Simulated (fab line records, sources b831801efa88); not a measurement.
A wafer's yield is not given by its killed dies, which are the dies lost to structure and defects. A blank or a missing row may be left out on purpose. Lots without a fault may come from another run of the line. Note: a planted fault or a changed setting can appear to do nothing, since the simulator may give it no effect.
fab line records ; flow sky130
[record] lots = 12; wafers = 36; lastDay = 50
route steps=708 shown LDD_HVP@287 POLY_CUT@316 RES_XHIGH@339 SD_P@359
lots that met no fault: taken from a fault-free run of the same line
startH: start of the lot's first displayed wafer, in hours after the record's first day ; waitH: time in hours since the lot's previous step ; " as in the row above ; L1.1+2: a single row standing in for several wafers ; - value missing, or start not given ; * or withheld: withheld ; < > ~ a bound
route shown NAME@n: a module of which the file shows steps, and the number in the route of the first ; usual: mean/standard deviation taken from wafers without a fault ; same: alike in all rows ; chamber/n: place in a boat ; sites: each site's reading ; _std_site: standard deviation of those values ; _edge_site: outer sites' mean less inner sites' ; radiusMm: how far each site lies from the wafer's centre ; mask NAME#n: copy n ; behind: the last tool/chamber to shape the wafer ; hold: reason for holding the lot/hours on hold/outcome of the hold ; device: transistor that didn't switch, given as n, p or np ; end of line: the same wafers' tests at the end of the route ; a step with no rows: only its recipe ; killed: not the wafer's yield, but the dies lost to structure and defects at the first sort ; map: shows each die of a wafer: x if killed, . if not, _ if none is there
set.NAME: the setting the step ran with; set.NAME@STEP: the setting that earlier step ran with ; model.NAME: the simulator's own value behind a step, which no gauge read
a sample of lots followed through the steps of the route, with each step as a table and each wafer as a row
services: from which hour (startH, from the record's first day; less than 0 if before it) a tool's chamber was out of use, for how many hours, and why
[[steps]]
[step SKY_LDD_HVP_STRIP_09]
[recipe] chemistry = O2/N2; powerW = 1400; pressureMtorr = 1500; platenTempC = withheld; o2FlowSccm = 3000; n2FlowSccm = 300; overashFraction = 0.5
[usual] drypumpMotorCurrentA = 5.5/0.59; oesProductAu = 0.409/0.0045; stripTimeToEndpointS = 4.138/0.016
[same] overashFraction = 0.5
lot.wafer;tool;chamber;startH;waitH;drypumpMotorCurrentA;oesProductAu;rfHoursCounterH;stripTimeToEndpointS
L247.2;plasmaAsher-02;1;489.80;0.1;6.4;0.416;70;4.153
L247.3;plasmaAsher-02;1;489.80;0.1;6.4;0.409;-;4.180
L247.5;plasmaAsher-02;1;489.80;0.1;6.4;0.414;-;4.171
L248.2;plasmaAsher-01;1;502.60;0.1;4.9;0.405;80;4.142
L248.3;plasmaAsher-01;1;502.60;0.1;4.9;0.406;-;4.132
L248.6;plasmaAsher-01;0;502.60;0.1;6.0;0.407;-;4.129
L249.3;plasmaAsher-03;1;548.58;0.1;4.9;0.412;-;4.140
L249.4;plasmaAsher-03;0;548.58;0.1;4.9;0.415;-;4.150
L249.5;plasmaAsher-03;1;548.58;0.1;4.9;0.405;-;4.152
L251.2;plasmaAsher-01;0;561.25;0.1;6.0;0.403;86;4.131
L251.4;plasmaAsher-01;1;561.25;0.1;4.9;0.412;-;4.145
L251.6;plasmaAsher-01;0;561.25;0.1;6.0;0.413;-;4.145
L250.4;plasmaAsher-02;0;565.38;0.1;5.8;0.411;-;4.100
L250.5;plasmaAsher-02;1;565.38;0.1;6.4;0.408;-;4.130
L250.6;plasmaAsher-02;0;565.38;0.1;5.9;0.409;-;4.148
L253.1;plasmaAsher-01;0;577.60;0.1;6.0;0.407;88;4.135
L253.5;plasmaAsher-01;0;577.60;0.1;6.0;0.404;-;4.154
L253.6;plasmaAsher-01;1;577.60;0.1;4.9;0.412;-;4.133
L263.1;plasmaAsher-03;0;638.02;0.1;4.9;0.407;48;4.121
L263.3;plasmaAsher-03;1;638.02;0.1;4.9;0.414;-;4.093
L263.5;plasmaAsher-03;0;638.02;0.1;4.9;0.407;-;4.131
L264.1;plasmaAsher-01;1;645.63;0.1;4.9;0.404;95;4.131
L264.3;plasmaAsher-01;1;645.63;0.1;4.9;0.409;-;4.129
L264.6;plasmaAsher-01;1;645.63;0.1;4.9;0.400;-;4.119
L265.1;plasmaAsher-01;1;653.23;0.1;5.0;0.413;95;4.129
L265.3;plasmaAsher-01;0;653.23;0.1;6.0;0.404;-;4.124
L265.4;plasmaAsher-01;1;653.23;0.1;4.9;0.403;-;4.146
L266.1;plasmaAsher-03;0;667.55;0.1;4.9;0.407;51;4.141
L266.2;plasmaAsher-03;1;667.55;0.1;4.9;0.411;51;4.143
L266.6;plasmaAsher-03;1;667.55;0.1;4.9;0.415;-;4.143
L267.1;plasmaAsher-02;1;674.90;0.1;6.4;0.411;88;4.164
L267.3;plasmaAsher-02;0;674.90;0.1;5.9;0.409;-;4.160
L267.6;plasmaAsher-02;0;674.90;0.1;5.8;0.413;-;4.161
L268.1;plasmaAsher-01;0;677.23;0.1;6.0;0.413;98;4.113
L268.4;plasmaAsher-01;1;677.23;0.1;4.9;0.410;-;4.124
L268.6;plasmaAsher-01;0;677.23;0.1;6.1;0.408;-;4.117
[step SKY_POLY_CUT_OVL_MEAS_09]
[usual] POLY_CUT_OVL = 1/5.7
lot.wafer;tool;chamber;startH;waitH;POLY_CUT_OVL[nm]
L247.2;overlay-02;-;552.41;0.1;-2
L247.3;overlay-02;-;552.41;0.1;1
L247.5;overlay-02;-;552.41;0.1;-3
L248.2;overlay-02;-;565.75;0.1;3
L248.3;overlay-02;-;565.75;0.1;10
L248.6;overlay-02;-;565.75;0.1;6
L249.3;overlay-01;-;609.86;0.1;10
L249.4;overlay-01;-;609.86;0.1;3
L249.5;overlay-01;-;609.86;0.1;8
L251.2;overlay-01;-;623.16;0.1;1
L251.4;overlay-01;-;623.16;0.1;2
L251.6;overlay-01;-;623.16;0.1;-2
L250.4;overlay-02;-;627.15;0.1;-7
L250.5;overlay-02;-;627.15;0.1;-14
L250.6;overlay-02;-;627.15;0.1;-11
L253.1;overlay-01;-;638.80;0.1;1
L253.5;overlay-01;-;638.80;0.1;-3
L253.6;overlay-01;-;638.80;0.1;-7
L263.1;overlay-02;-;697.10;0.1;5
L263.3;overlay-02;-;697.10;0.1;-2
L263.5;overlay-02;-;697.10;0.1;8
L264.1;overlay-01;-;704.69;0.1;-8
L264.3;overlay-01;-;704.69;0.1;-4
L264.6;overlay-01;-;704.69;0.1;-3
L265.1;overlay-01;-;710.84;0.1;10
L265.3;overlay-01;-;710.84;0.1;0
L265.4;overlay-01;-;710.84;0.1;-1
L266.1;overlay-02;-;726.08;0.1;-8
L266.2;overlay-02;-;726.08;0.1;-5
L266.6;overlay-02;-;726.08;0.1;-2
L267.1;overlay-01;-;732.05;0.1;-4
L267.3;overlay-01;-;732.05;0.1;3
L267.6;overlay-01;-;732.05;0.1;-2
L268.1;overlay-02;-;736.63;0.1;-3
L268.4;overlay-02;-;736.63;0.1;4
L268.6;overlay-02;-;736.63;0.1;9
[step SKY_RES_XHIGH_IMPLANT_07]
[recipe] species = BF2; energyKev = 20; doseCm2 = 3.6e+14; tiltDeg = 0
[usual] doseIonsCm2 = 3.6e+14/4.1e+11; faradayCurrentUA = 525/47; tiltDeg = -0.003/0.021
lot.wafer;tool;chamber;startH;waitH;doseIonsCm2;faradayCurrentUA;tiltDeg
L247.2;implanter-04;0;611.99;0.1;3.601e+14;574;0.039
L247.3;implanter-04;0;611.99;0.1;3.601e+14;592;0.027
L247.5;implanter-04;0;611.99;0.1;3.595e+14;587;0.018
L248.2;implanter-03;0;625.44;0.1;3.598e+14;491;-0.005
L248.3;implanter-03;0;625.44;0.1;3.601e+14;505;-0.023
L248.6;implanter-03;0;625.44;0.1;3.602e+14;475;-0.015
L249.3;implanter-03;0;668.29;0.1;3.599e+14;473;-0.011
L249.4;implanter-03;0;668.29;0.1;3.598e+14;484;-0.008
L249.5;implanter-03;0;668.29;0.1;3.6e+14;483;-0.010
L251.2;implanter-03;0;679.97;0.1;3.815e+14;490;0.039
L251.4;implanter-03;0;679.97;0.1;3.809e+14;484;0.017
L251.6;implanter-03;0;679.97;0.1;3.82e+14;483;0.011
L250.4;implanter-02;0;684.32;0.1;3.594e+14;499;-0.035
L250.5;implanter-02;0;684.32;0.1;3.593e+14;515;-0.035
L250.6;implanter-02;0;684.32;0.1;3.593e+14;520;0.005
L253.1;implanter-03;0;695.54;0.1;3.816e+14;466;-0.009
L253.5;implanter-03;0;695.54;0.1;3.815e+14;472;-0.025
L253.6;implanter-03;0;695.54;0.1;3.814e+14;477;-0.063
L263.1;implanter-03;0;752.69;0.1;3.6e+14;471;-0.009
L263.3;implanter-03;0;752.69;0.1;3.604e+14;485;-0.017
L263.5;implanter-03;0;752.69;0.1;3.599e+14;457;-0.010
L264.1;implanter-03;0;759.77;0.1;3.596e+14;484;-0.032
L264.3;implanter-03;0;759.77;0.1;3.603e+14;479;-0.014
L264.6;implanter-03;0;759.77;0.1;3.596e+14;484;-0.021
L265.1;implanter-04;0;766.52;0.1;3.604e+14;572;0.014
L265.3;implanter-04;0;766.52;0.1;3.607e+14;566;0.015
L265.4;implanter-04;0;766.52;0.1;3.607e+14;596;0.022
L266.1;implanter-04;0;780.56;0.1;3.602e+14;594;-0.037
L266.2;implanter-04;0;780.56;0.1;3.604e+14;585;-0.010
L266.6;implanter-04;0;780.56;0.1;3.601e+14;567;-0.004
L267.1;implanter-04;0;785.79;0.1;3.592e+14;561;-0.010
L267.3;implanter-04;0;785.79;0.1;3.593e+14;599;-0.002
L267.6;implanter-04;0;785.79;0.1;3.599e+14;597;0.017
L268.1;implanter-03;0;791.09;0.1;3.595e+14;474;-0.018
L268.4;implanter-03;0;791.09;0.1;3.595e+14;491;0.010
L268.6;implanter-03;0;791.09;0.1;3.594e+14;473;-0.018
[step SKY_SD_N_RS_MEAS_17]
[recipe] thkMeasGauge = four-point-probe
[usual] SD_P_RS = 147.0/0.41
lot.wafer;tool;chamber;startH;waitH;SD_P_RS[ohm/sq]
L247.2;filmMetro-01;-;641.96;0.1;147.2
L247.3;filmMetro-01;-;641.96;0.1;146.8
L247.5;filmMetro-01;-;641.96;0.1;146.8
L248.2;filmMetro-02;-;655.83;0.1;146.8
L248.3;filmMetro-02;-;655.83;0.1;146.6
L248.6;filmMetro-02;-;655.83;0.1;146.6
L249.3;filmMetro-01;-;697.15;0.1;147.5
L249.4;filmMetro-01;-;697.15;0.1;147.1
L249.5;filmMetro-01;-;697.15;0.1;147.0
L251.2;filmMetro-01;-;709.07;0.1;146.4
L251.4;filmMetro-01;-;709.07;0.1;147.2
L251.6;filmMetro-01;-;709.07;0.1;146.2
L250.4;filmMetro-04;-;713.26;0.1;147.2
L250.5;filmMetro-04;-;713.26;0.1;146.9
L250.6;filmMetro-04;-;713.26;0.1;147.1
L253.1;filmMetro-01;-;723.96;0.1;147.1
L253.5;filmMetro-01;-;723.96;0.1;146.9
L253.6;filmMetro-01;-;723.96;0.1;147.3
L263.1;filmMetro-02;-;780.29;0.1;148.0
L263.3;filmMetro-02;-;780.29;0.1;147.8
L263.5;filmMetro-02;-;780.29;0.1;147.3
L264.1;filmMetro-04;-;787.40;0.1;146.6
L264.3;filmMetro-04;-;787.40;0.1;146.3
L264.6;filmMetro-04;-;787.40;0.1;146.3
L265.1;filmMetro-01;-;794.09;0.1;146.6
L265.3;filmMetro-01;-;794.09;0.1;146.6
L265.4;filmMetro-01;-;794.09;0.1;146.6
L266.1;filmMetro-04;-;808.25;0.1;146.5
L266.2;filmMetro-04;-;808.25;0.1;146.8
L266.6;filmMetro-04;-;808.25;0.1;146.5
L267.1;filmMetro-01;-;813.50;0.1;146.7
L267.3;filmMetro-01;-;813.50;0.1;146.4
L267.6;filmMetro-01;-;813.50;0.1;147.1
L268.1;filmMetro-02;-;818.89;0.1;147.1
L268.4;filmMetro-02;-;818.89;0.1;147.2
L268.6;filmMetro-02;-;818.89;0.1;147.0
[step SKY_SD_N_RS_MEAS_18]
[recipe] thkMeasGauge = four-point-probe
[usual] RES_XHIGH_RS = 333.3/1.3
lot.wafer;tool;chamber;startH;waitH;hold;RES_XHIGH_RS[ohm/sq]
L247.2;filmMetro-01;-;642.08;0.1;-;333.2
L247.3;filmMetro-01;-;642.08;0.1;-;333.8
L247.5;filmMetro-01;-;642.08;0.1;-;332.3
L248.2;filmMetro-02;-;655.95;0.1;-;333.3
L248.3;filmMetro-02;-;655.95;0.1;-;332.7
L248.6;filmMetro-02;-;655.95;0.1;-;333.3
L249.3;filmMetro-01;-;697.27;0.1;-;331.8
L249.4;filmMetro-01;-;697.27;0.1;-;330.2
L249.5;filmMetro-01;-;697.27;0.1;-;330.6
L251.2;filmMetro-01;-;709.19;0.1;awaitDispo/0.2h/release;318.1
L251.4;filmMetro-01;-;709.19;0.1;awaitDispo/0.2h/release;317.8
L251.6;filmMetro-01;-;709.19;0.1;awaitDispo/0.2h/release;317.4
L251.2;filmMetro-01;-;709.50;0.3;-;318.6
L251.4;filmMetro-01;-;709.50;0.3;-;317.5
L251.6;filmMetro-01;-;709.50;0.3;-;316.6
L250.4;filmMetro-04;-;713.38;0.1;-;334.0
L250.5;filmMetro-04;-;713.38;0.1;-;335.6
L250.6;filmMetro-04;-;713.38;0.1;-;334.0
L253.1;filmMetro-01;-;724.08;0.1;awaitDispo/0.2h/release;316.4
L253.5;filmMetro-01;-;724.08;0.1;awaitDispo/0.2h/release;316.6
L253.6;filmMetro-01;-;724.08;0.1;awaitDispo/0.2h/release;316.9
L253.1;filmMetro-01;-;724.38;0.3;-;316.2
L253.5;filmMetro-01;-;724.38;0.3;-;317.0
L253.6;filmMetro-01;-;724.38;0.3;-;316.7
L263.1;filmMetro-02;-;780.41;0.1;-;335.9
L263.3;filmMetro-02;-;780.41;0.1;-;335.7
L263.5;filmMetro-02;-;780.41;0.1;-;336.1
L264.1;filmMetro-04;-;787.52;0.1;-;334.6
L264.3;filmMetro-04;-;787.52;0.1;-;333.8
L264.6;filmMetro-04;-;787.52;0.1;-;334.0
L265.1;filmMetro-01;-;794.21;0.1;-;331.6
L265.3;filmMetro-01;-;794.21;0.1;-;331.7
L265.4;filmMetro-01;-;794.21;0.1;-;332.2
L266.1;filmMetro-04;-;808.37;0.1;-;331.4
L266.2;filmMetro-04;-;808.37;0.1;-;331.6
L266.6;filmMetro-04;-;808.37;0.1;-;332.1
L267.1;filmMetro-01;-;813.62;0.1;-;331.4
L267.3;filmMetro-01;-;813.62;0.1;-;332.3
L267.6;filmMetro-01;-;813.62;0.1;-;332.5
L268.1;filmMetro-02;-;819.01;0.1;-;334.8
L268.4;filmMetro-02;-;819.01;0.1;-;335.8
L268.6;filmMetro-02;-;819.01;0.1;-;335.2
[[services]]
tool;chamber;startH;hours;kind
implanter-02;-;473.87;3.5;repair
implanter-03;-;501.11;1.0;repair
implanter-04;-;571.41;4.2;repair
implanter-03;-;620.51;3.3;repair
plasmaAsher-02;-;625.30;2.4;repair
implanter-02;-;646.05;1.8;repair
implanter-02;-;650.69;3.3;pm
implanter-03;-;654.19;1.8;pm
implanter-02;-;669.07;2.5;repair
implanter-02;-;671.54;1.7;repair
plasmaAsher-03;-;690.85;2.8;pm
plasmaAsher-01;-;733.81;9.0;pm
plasmaAsher-01;0;733.81;9.0;ventCycle
plasmaAsher-01;1;733.81;9.0;ventCycle
plasmaAsher-01;-;734.19;2.3;repair
plasmaAsher-01;0;742.81;-;clean
plasmaAsher-01;1;742.81;-;clean
plasmaAsher-02;-;750.01;33.2;pm
implanter-03;-;775.16;3.2;pm
implanter-03;-;779.00;0.5;repair
implanter-03;-;783.76;1.0;repair
[[key]]
[firstSign] step = SKY_RES_XHIGH_IMPLANT_07; reading = doseIonsCm2; direction = up; sigmas = 53; usual = *; struck = *
[effect] step = SKY_SD_N_RS_MEAS_18; reading = visit; direction = added
[effect] step = SKY_SD_N_RS_MEAS_18; reading = RES_XHIGH_RS; direction = down; sigmas = 12; usual = 333.3; struck = 317.2
metAt SKY_RES_XHIGH_IMPLANT_07
struckLots L251,L253
testerLeftOut L251,L253
notActingAt SKY_LDD_HVP_STRIP_09,SKY_POLY_CUT_OVL_MEAS_09,SKY_SD_N_RS_MEAS_17
onsetBetween 668.29 679.97
[fault] kind = processParameterDrift; tool = implanter-03; chamber = -; onsetH = 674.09; steps = SKY_RES_XHIGH_IMPLANT_07; channel = doseCm2; offset = *; shape = step; endH = 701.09; actsIn = *; stated = *
// testerLeftOut: of these lots the tester's yield and bins aren't shown, on N5 and GAA mostly nor the transistor test; their killed dies are dies lost to structure and defects alone, not to doping, threshold or leakage, so they don't give the yield
